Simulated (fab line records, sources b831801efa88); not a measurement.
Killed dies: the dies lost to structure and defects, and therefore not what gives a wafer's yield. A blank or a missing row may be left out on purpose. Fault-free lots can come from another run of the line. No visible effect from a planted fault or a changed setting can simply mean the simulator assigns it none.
Chamber matching || flow gf180mcu || cmp-02 running GF_V3_CMP_04: 4 sister chambers
The step polishes SiO2. 4 wafers are shown with their chamber, then 7 later ones without.

== WAFERS, EACH WITH ITS CHAMBER ==
{"wafer": "L086.3", "chamber": 1, "motorCurrentA (A)": 12.0}
{"wafer": "L086.4", "chamber": 0, "motorCurrentA (A)": 13.0}
{"wafer": "L087.1", "chamber": 3, "motorCurrentA (A)": 11.4}
{"wafer": "L087.3", "chamber": 2, "motorCurrentA (A)": 10.3}

== WAFERS WITH NO CHAMBER GIVEN ==
{"wafer": "L087.6", "motorCurrentA (A)": 12.1}
{"wafer": "L093.2", "motorCurrentA (A)": 11.6}
{"wafer": "L093.5", "motorCurrentA (A)": 11.7}
{"wafer": "L093.6", "motorCurrentA (A)": 11.9}
{"wafer": "L097.2", "motorCurrentA (A)": 10.9}
{"wafer": "L097.3", "motorCurrentA (A)": 10.5}
{"wafer": "L097.6", "motorCurrentA (A)": 10.4}

== CHAMBER TAKEN BY EACH ==
{"wafer": "L087.6", "from the rows above": 1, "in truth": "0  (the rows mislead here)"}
{"wafer": "L093.2", "from the rows above": "can't be placed: 3 or 1", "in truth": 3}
{"wafer": "L093.5", "from the rows above": "can't be placed: 3 or 1", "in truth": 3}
{"wafer": "L093.6", "from the rows above": "can't be placed: 1 or 3", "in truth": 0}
{"wafer": "L097.2", "from the rows above": "can't be placed: 3 or 2", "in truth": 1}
{"wafer": "L097.3", "from the rows above": 2, "in truth": 2}
{"wafer": "L097.6", "from the rows above": 2, "in truth": 2}
2 of 7 placed correctly. Can't be placed from these rows: 4 (the true chamber is among the candidates in 2). Number placed wrongly: 1.
How it was worked out, from the rows above alone: a wafer's distance from a chamber is the root of the sum, over the readings, of the square of ((its reading less the chamber's mean) divided by the reading's scatter). The wafer belongs to the nearest chamber; if the next one is less than 2 further off, it can't be placed. For every chamber, the mean is computed from those of its wafers that are shown. The scatter (one wafer shown for each chamber): square how far every hidden wafer sits from the nearest shown wafer, average those squares and take the square root.
